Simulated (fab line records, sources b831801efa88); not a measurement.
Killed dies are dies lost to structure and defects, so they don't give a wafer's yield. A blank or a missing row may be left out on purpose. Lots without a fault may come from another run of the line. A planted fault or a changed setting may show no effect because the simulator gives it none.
Problem report in the 8D (eight disciplines) form, filled by code | flow sky130 | the parts of the form that need people (team, actions taken, sign-off) are left out

1. THE PROBLEM
killed_at_front_end at SKY_PAD_OPEN_PROBE_99 reads a mean of 316 on 6 wafers of 2 lots; wafers without a fault read 14 with a standard deviation of 4.1. That is +74 standard deviations from the usual mean.
First seen on wafer L355.1, day 49 22:36, on prober-02. The record holds 15 wafers of 5 lots with a number at this step. Rule for "out", or "out of limits": more than 4 standard deviations from the usual mean. The other wafers with a number count as sound.

2. WHAT IT IS AND WHAT IT IS NOT
question                    | is                                              | is not
which readings at this step | killed_at_front_end, killed_dies, killed_on_rim | killed_at_M4_up, killed_at_other
which lots                  | L355, L356                                      | L346, L347, L350
which wafers of those lots  | all that have a number                          | -
read on which tools         | prober-01, prober-02                            | -
when                        | from day 49 22:36                               | up to then (9 sound wafers)

3. SUSPECTS, AND WHAT RULES EACH OUT
Counting: a tool at a process step up to the reading stays a suspect if it ran every lot that is out and no sound lot after the first of them.
- furnace-01 at SKY_NWELL_OXIDATION_01 (stabilise 600 s, purge 300 s, target thk 10 nm): kept. It ran every lot that is out, first L355 (day 6 14:58), and no sound lot after that; its last sound lot up to then is L350 (day 5 11:36).
- plasma_asher-04 at SKY_POLY_CUT_STRIP_12 (strips in O2/N2): kept. It ran every lot that is out, first L355 (day 30 19:40), and no sound lot after that; its last sound lot up to then is L350 (day 29 12:11).
Left after counting: furnace-01 at SKY_NWELL_OXIDATION_01, plasma_asher-04 at SKY_POLY_CUT_STRIP_12.

4. THE CAUSE (what the simulator had put in)
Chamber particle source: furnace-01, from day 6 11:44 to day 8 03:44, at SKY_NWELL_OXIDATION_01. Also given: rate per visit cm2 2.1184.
Counting left 2 suspects, and this tool is among them.

5. THE CHAIN OF EFFECTS, in route order
Each row: a reading whose mean over the struck wafers that have a number lies more than 3 standard deviations from the usual. Only readings for which the record gives a usual standard deviation are gone through. hours: the time from each lot's start at the first step in this table that gives one to its start at this step, as a median over the lots. sigmas: the change in usual standard deviations.
hours | step                  | reading             | usual | on struck wafers | change | sigmas
0     | SKY_PAD_OPEN_PROBE_99 | killed_at_front_end | 14    | 316              | +302   | +74
0     | SKY_PAD_OPEN_PROBE_99 | killed_dies         | 86    | 362              | +276   | +30
0     | SKY_PAD_OPEN_PROBE_99 | killed_on_rim       | 17    | 68               | +52    | +14
The process steps in it:
- SKY_PAD_OPEN_PROBE_99

6. WHAT WOULD HAVE CAUGHT IT SOONER
In this record the first reading out of limits was taken at day 49 22:36, 1043 hours after the fault began at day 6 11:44.
Of the tool readings at SKY_NWELL_OXIDATION_01 for which the record gives a usual standard deviation, none was out on any struck wafer, so an alarm limit of 4 standard deviations on them would not have fired.
All the lots that are out (2) had begun SKY_NWELL_OXIDATION_01 on furnace-01 by day 49 22:36. A hold on the tool at that time would have spared none of them.
